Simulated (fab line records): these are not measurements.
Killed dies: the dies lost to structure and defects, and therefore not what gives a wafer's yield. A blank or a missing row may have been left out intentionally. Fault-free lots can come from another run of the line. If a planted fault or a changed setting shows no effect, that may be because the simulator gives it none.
Which of the tools did it? | flow sky130 | 17 wafers from 6 lots sampled at 2 of the route's 708 steps

## WHAT THE GAUGES READ, wafer by wafer
SKY_VIA4_THK_MEAS_01.
lot  | measured     | on            | VIA4_HDPCVD_THK (nm)
L972 | day 43 10:21 | film-metro-04 | 1756 1778 1780
L978 | day 44 15:25 | film-metro-01 | 1718 1766 1727
L980 | day 45 11:28 | film-metro-04 | 1776 1742 1748
L983 | day 46 01:42 | film-metro-01 | 2046 1756 1776
L985 | day 46 16:43 | film-metro-03 | 1746 1999
L994 | day 48 11:07 | film-metro-04 | 1776 1708 1758

## WHAT TOOL EACH LOT RAN ON (gives the tool, then ch and the chambers of the sampled wafers, and finally the start)
lot  | SKY_VIA4_HDPCVD_00
L972 | hdpcvd-02 ch 0,1, day 43 10:05
L978 | hdpcvd-01 ch 0,1, day 44 15:13
L980 | hdpcvd-02 ch 0,1, day 45 11:16
L983 | hdpcvd-02 ch 0,1,2, day 46 01:31
L985 | hdpcvd-02 ch 0,2, day 46 16:35
L994 | hdpcvd-01 ch 0,2, day 48 10:55
- SKY_VIA4_HDPCVD_00: deposits SiO2, target thk 1750 nm, time 291.7 s.

## THE ANSWER, worked out from the rows above alone
Rule: usual is defined by the lots themselves. Put in order of their means at a reading, lots are off if they are a third of the lots or fewer, leave a main group of 4 or more, and stand apart from it by a gap of 3 or more times the standard deviation of the main group's means; of several such gaps the widest counts. Not used: any main group whose means are identical at the precision the tables above print for the reading. Also off: a lot with no number at a reading for which 4 or more lots have one. Any other lot the step has rows for is counted as sound.
Off: at SKY_VIA4_THK_MEAS_01 (VIA4_HDPCVD_THK), L983, L985. The main group has a mean of 1753 nm with a standard deviation of 13.
A tool fits if, at a process step before that reading, it ran every lot that is off, and no sound lot after the first of them. Those tools and the gauges at SKY_VIA4_THK_MEAS_01 are tried in the same way. One candidate fits, namely hdpcvd-02 at SKY_VIA4_HDPCVD_00. A fault onset in the window from L980 (day 45 11:16, its last sound lot) to L983 (day 46 01:31, its first lot off) fits.

## WHAT THE SIMULATOR PUT IN
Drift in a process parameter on hdpcvd-02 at SKY_VIA4_HDPCVD_00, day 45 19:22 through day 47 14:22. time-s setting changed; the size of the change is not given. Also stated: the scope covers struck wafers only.
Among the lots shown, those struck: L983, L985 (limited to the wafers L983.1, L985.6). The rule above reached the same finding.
